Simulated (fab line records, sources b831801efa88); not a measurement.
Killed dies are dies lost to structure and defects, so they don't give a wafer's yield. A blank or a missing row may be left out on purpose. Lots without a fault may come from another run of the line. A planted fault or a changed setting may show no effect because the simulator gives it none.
Which tool did it? | flow sky130 | 14 lots, 42 wafers sampled, at 5 steps of a route of 708

WHAT THE GAUGES READ, wafer by wafer
SKY_FIELD_ISO_THK_MEAS_02. Usual: FIELD_ISO_OXIDATION_00_THK 11.92 nm, standard deviation 0.25.
lot  | measured    | on            | FIELD_ISO_OXIDATION_00_THK (nm) | flag
L507 | day 1 13:10 | film_metro-02 | 11.96 11.77 12.11               |
L508 | day 1 17:36 | film_metro-03 | 12.20 11.98 12.02               |
L509 | day 1 21:55 | film_metro-03 | 12.08 11.77 11.76               |
L511 | day 2 09:54 | film_metro-03 | 11.62 11.60 11.63               |
L512 | day 2 12:56 | film_metro-01 | 11.87 11.83 11.85               |
L513 | day 2 18:04 | film_metro-02 | 11.74 11.76 11.63               |
L515 | day 3 03:44 | film_metro-02 | 11.64 11.93 11.68               |
L516 | day 3 09:01 | film_metro-03 | 12.10 12.05 12.08               |
L519 | day 3 23:38 | film_metro-02 | 12.44 12.21 12.33               |
L520 | day 4 05:22 | film_metro-03 | 11.78 11.68 11.69               |
L521 | day 4 09:39 | film_metro-03 | 11.81 12.01 11.91               |
L522 | day 4 14:55 | film_metro-03 | 12.55 12.39 12.19               |
L527 | day 5 16:17 | film_metro-02 | 11.96 12.17 12.03               |
L530 | day 6 07:59 | film_metro-02 | 11.99 12.02 11.95               |

SKY_DNWELL_TW_MEAS_09. Usual: DNWELL_TW 1116, standard deviation 17.
lot  | measured    | on            | DNWELL_TW      | flag
L507 | day 3 06:59 | film_metro-04 | 1127 1125 1121 |
L508 | day 3 11:21 | film_metro-02 | 1142 1138 1142 |
L509 | day 3 12:57 | film_metro-01 | 1089 1094 1097 |
L511 | day 4 03:14 | film_metro-02 | 1136 1136 1131 |
L512 | day 4 07:26 | film_metro-01 | 1090 1090 1095 |
L513 | day 4 11:41 | film_metro-04 | 1104 1116 1104 |
L515 | day 4 23:11 | film_metro-01 | 1091 1090 1086 |
L516 | day 5 04:41 | film_metro-01 | 1093 1088 1096 |
L519 | day 5 20:20 | film_metro-01 | 1103 1101 1097 |
L520 | day 6 00:44 | film_metro-02 | 1122 1123 1127 |
L521 | day 6 07:16 | film_metro-04 | 30 30 30       | OFF
L522 | day 6 14:05 | film_metro-02 | 30 31 30       | OFF
L527 | day 7 18:33 | film_metro-04 | 1116 1116 1112 |
L530 | day 8 09:17 | film_metro-01 | 1104 1107 1104 |

SKY_PWDE_TW_MEAS_10. Usual: PWDE_TW 374, standard deviation 5.1.
lot  | measured    | on            | PWDE_TW     | flag
L507 | day 3 23:47 | film_metro-01 | 369 367 367 |
L508 | day 4 04:14 | film_metro-01 | 367 368 369 |
L509 | day 4 06:05 | film_metro-04 | 373 372 372 |
L511 | day 4 20:22 | film_metro-01 | 368 368 367 |
L512 | day 5 00:38 | film_metro-04 | 377 375 377 |
L513 | day 5 05:35 | film_metro-01 | 372 368 370 |
L515 | day 5 17:04 | film_metro-04 | 377 377 375 |
L516 | day 5 23:09 | film_metro-02 | 381 381 382 |
L519 | day 6 14:49 | film_metro-02 | 379 378 379 |
L520 | day 6 20:11 | film_metro-04 | 374 374 376 |
L521 | day 7 02:36 | film_metro-04 | 375 375 374 |
L522 | day 7 09:35 | film_metro-02 | 378 379 377 |
L527 | day 8 15:35 | film_metro-02 | 381 381 379 |
L530 | day 9 06:20 | film_metro-02 | 381 381 378 |

WHICH TOOL RAN EACH LOT (tool, then ch and the chambers of the sampled wafers, then the start)
lot  | SKY_FIELD_ISO_ETCH_15             | SKY_DNWELL_EXPOSE_04
L507 | rie_diel-01 ch 1,3, day 2 06:34   | iline_stepper-01 ch 0, day 2 22:36
L508 | rie_diel-04 ch 1,2,3, day 2 10:52 | iline_stepper-02 ch 0, day 3 02:52
L509 | rie_diel-02 ch 0,2,3, day 2 14:34 | iline_stepper-02 ch 0, day 3 05:07
L511 | rie_diel-02 ch 0,3, day 3 02:40   | iline_stepper-02 ch 0, day 3 18:38
L512 | rie_diel-04 ch 0,2,3, day 3 07:13 | iline_stepper-02 ch 0, day 3 23:18
L513 | rie_diel-04 ch 0,2, day 3 11:10   | iline_stepper-01 ch 0, day 4 03:19
L515 | rie_diel-04 ch 0,2,3, day 3 21:48 | iline_stepper-01 ch 0, day 4 14:04
L516 | rie_diel-01 ch 0,2,3, day 4 03:48 | iline_stepper-01 ch 0, day 4 19:33
L519 | rie_diel-04 ch 0,1,3, day 4 19:02 | iline_stepper-01 ch 0, day 5 11:14
L520 | rie_diel-02 ch 0,2,3, day 5 00:47 | iline_stepper-02 ch 0, day 5 15:59
L521 | rie_diel-04 ch 0,1, day 5 06:44   | iline_stepper-01, day 5 22:21
L522 | rie_diel-01 ch 0,3, day 5 11:29   | iline_stepper-01, day 6 04:41
L527 | rie_diel-01 ch 0,2,3, day 6 13:16 | iline_stepper-02 ch 0, day 7 08:47
L530 | rie_diel-02 ch 0,1,3, day 7 04:56 | iline_stepper-02 ch 0, day 7 22:36
- SKY_FIELD_ISO_ETCH_15: etches the open film in CHF3/O2, stops on Si, target depth 180 nm, time 72 s.
- SKY_DNWELL_EXPOSE_04: exposes mask DNM, target cd 3000 nm.

WHAT THE TOOLS THEMSELVES READ (means of the sampled wafers that have a number; where no wafer has one, the mark that the record gives instead)
SKY_FIELD_ISO_ETCH_15. Usual: drypump_motor_current_A 5.92 A, standard deviation 0.28; oes_product_au 0.945 a.u., standard deviation 0.0075; throttle_valve_pct 8.843 %, standard deviation 0.0084.
lot  | tool        | drypump_motor_current_A (A) | oes_product_au (a.u.) | throttle_valve_pct (%) | flag
L507 | rie_diel-01 | 5.80                        | 0.942                 | 8.843                  |
L508 | rie_diel-04 | 5.80                        | 0.937                 | 8.845                  |
L509 | rie_diel-02 | 5.98                        | 0.949                 | 8.841                  |
L511 | rie_diel-02 | 6.00                        | 0.936                 | 8.839                  |
L512 | rie_diel-04 | 5.75                        | 0.959                 | 8.842                  |
L513 | rie_diel-04 | 5.92                        | 0.939                 | 8.840                  |
L515 | rie_diel-04 | 5.75                        | 0.956                 | 8.847                  |
L516 | rie_diel-01 | 5.76                        | 0.951                 | 8.840                  |
L519 | rie_diel-04 | 5.92                        | 0.944                 | 8.848                  |
L520 | rie_diel-02 | 6.01                        | 0.945                 | 8.848                  |
L521 | rie_diel-04 | 6.09                        | 0.947                 | 8.844                  |
L522 | rie_diel-01 | 5.50                        | 0.954                 | 8.842                  |
L527 | rie_diel-01 | 5.76                        | 0.947                 | 8.845                  |
L530 | rie_diel-02 | 6.08                        | 0.945                 | 8.841                  |

SKY_DNWELL_EXPOSE_04. Usual: exposure_dose_mJ_cm2 222.03, standard deviation 0.21; focus_offset_nm 0.0 nm, standard deviation 0.47.
lot  | tool             | exposure_dose_mJ_cm2 | focus_offset_nm (nm) | flag
L507 | iline_stepper-01 | 221.99               | 0.7                  |
L508 | iline_stepper-02 | 222.13               | 0.1                  |
L509 | iline_stepper-02 | 222.35               | -0.2                 |
L511 | iline_stepper-02 | 222.06               | 0.0                  |
L512 | iline_stepper-02 | 221.91               | 0.4                  |
L513 | iline_stepper-01 | 221.76               | -0.1                 |
L515 | iline_stepper-01 | 221.89               | 0.3                  |
L516 | iline_stepper-01 | 222.14               | 0.1                  |
L519 | iline_stepper-01 | 221.89               | 0.3                  |
L520 | iline_stepper-02 | 222.06               | 0.1                  |
L521 | iline_stepper-01 | -                    | -                    | OFF
L522 | iline_stepper-01 | -                    | -                    | OFF
L527 | iline_stepper-02 | 222.19               | -0.2                 |
L530 | iline_stepper-02 | 222.04               | -0.1                 |

THE ANSWER, worked out from the rows above alone
Rule: a lot is off if the mean of its wafers that have a number lies more than 3 standard deviations from the usual mean. A lot without any number at a reading at which 4 lots or more have one is off too. The other lots that the step has rows for count as sound. The gauges are gone through in route order, then the tools' own readings, and for those a lot's mean is taken as printed above. The first step at which some lot is off is used, and at that step the reading that is off furthest; a lot without a number counts as furthest.
Off: L521, L522, at SKY_DNWELL_TW_MEAS_09 (DNWELL_TW).
A tool fits if, at a process step before that reading, it ran every lot that is off, and no sound lot after the first of them. The gauges at SKY_DNWELL_TW_MEAS_09 aren't tried: what is off there is off at SKY_DNWELL_EXPOSE_04 too, on other tools, and a gauge's error can't cause that. One fits: iline_stepper-01 at SKY_DNWELL_EXPOSE_04. Its last sound lot is L519 (day 5 11:14), its first lot that is off L521 (day 5 22:21): a fault that began between those two fits.
Blank at SKY_DNWELL_EXPOSE_04 on the lots that are off, where sound lots have numbers: exposure_dose_mJ_cm2, focus_offset_nm.

WHAT THE SIMULATOR HAD PUT IN
Skipped step whole: iline_stepper-01, from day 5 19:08 on, at SKY_DNWELL_EXPOSE_04. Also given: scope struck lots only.
Lots struck among those shown: L521, L522. The rule above found the same.
